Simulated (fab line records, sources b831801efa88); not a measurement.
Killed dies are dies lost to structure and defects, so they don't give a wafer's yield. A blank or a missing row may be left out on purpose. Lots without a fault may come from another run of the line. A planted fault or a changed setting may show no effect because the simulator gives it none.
One fault seen from 2 desks | flow gf180mcu | each desk has only its own numbers; what lay behind them comes last

THE METROLOGY DESK
What the gauges read, lot by lot, whatever tool the lot ran on: means of the sampled wafers that have a number. A lot is out of limits, marked OUT, if its mean lies more than 4 standard deviations from the usual mean; the brackets give that distance.
Columns: A = HV_LDD_RS at GF_HV_LDD_RS_MEAS_53, usual 418.6 ohm/sq; B = CONTACT_BOW at GF_CONTACT_BOW_MEAS_05, usual 66 um
lot  | first seen here | A     | B
L958 | day 12 08:22    | 418.0 | 68
L959 | day 12 18:05    | 417.7 | 69
L960 | day 13 01:25    | 419.5 | 67
L961 | day 13 09:02    | 419.0 | 62
L964 | day 14 04:05    | 419.9 | 64
L968 | day 15 13:19    | 419.5 | 63
L973 | day 17 05:23    | 419.3 | 73
L975 | day 18 04:16    | 418.9 | 64
L976 | day 18 06:50    | 418.9 | 64
L977 | day 18 16:08    | 418.0 | 64
L978 | day 19 02:14    | 418.5 | 64
L979 | day 19 18:02    | 418.7 | 58
L981 | day 20 02:55    | 419.0 | 64
L980 | day 20 06:49    | 418.3 | 58
This desk's finding: nothing out of limits on any of the 14 lots.

THE TOOL OWNER'S DESK: implanter-03
The tool's own readings at GF_HV_LDD_IMPLANT_36: means of the sampled wafers that have a number, for each lot that ran on this tool. A lot is out of limits, marked OUT, if its mean lies more than 4 standard deviations from the usual mean; the brackets give that distance.
Columns: A = beam_on_s at GF_HV_LDD_IMPLANT_36, usual 9.98 s
lot  | first seen here | A
L958 | day 11 12:44    | 9.90
L959 | day 11 22:20    | 9.93
L964 | day 13 06:50    | 9.89
L968 | day 14 16:05    | 10.00
L977 | day 17 15:57    | 10.04
L978 | day 18 01:50    | 10.07
This desk's finding: nothing out of limits on any of the 6 lots.

PUT TOGETHER
The metrology desk saw nothing out of limits.
The tool owner's desk saw nothing out of limits.

WHAT THE SIMULATOR HAD PUT IN
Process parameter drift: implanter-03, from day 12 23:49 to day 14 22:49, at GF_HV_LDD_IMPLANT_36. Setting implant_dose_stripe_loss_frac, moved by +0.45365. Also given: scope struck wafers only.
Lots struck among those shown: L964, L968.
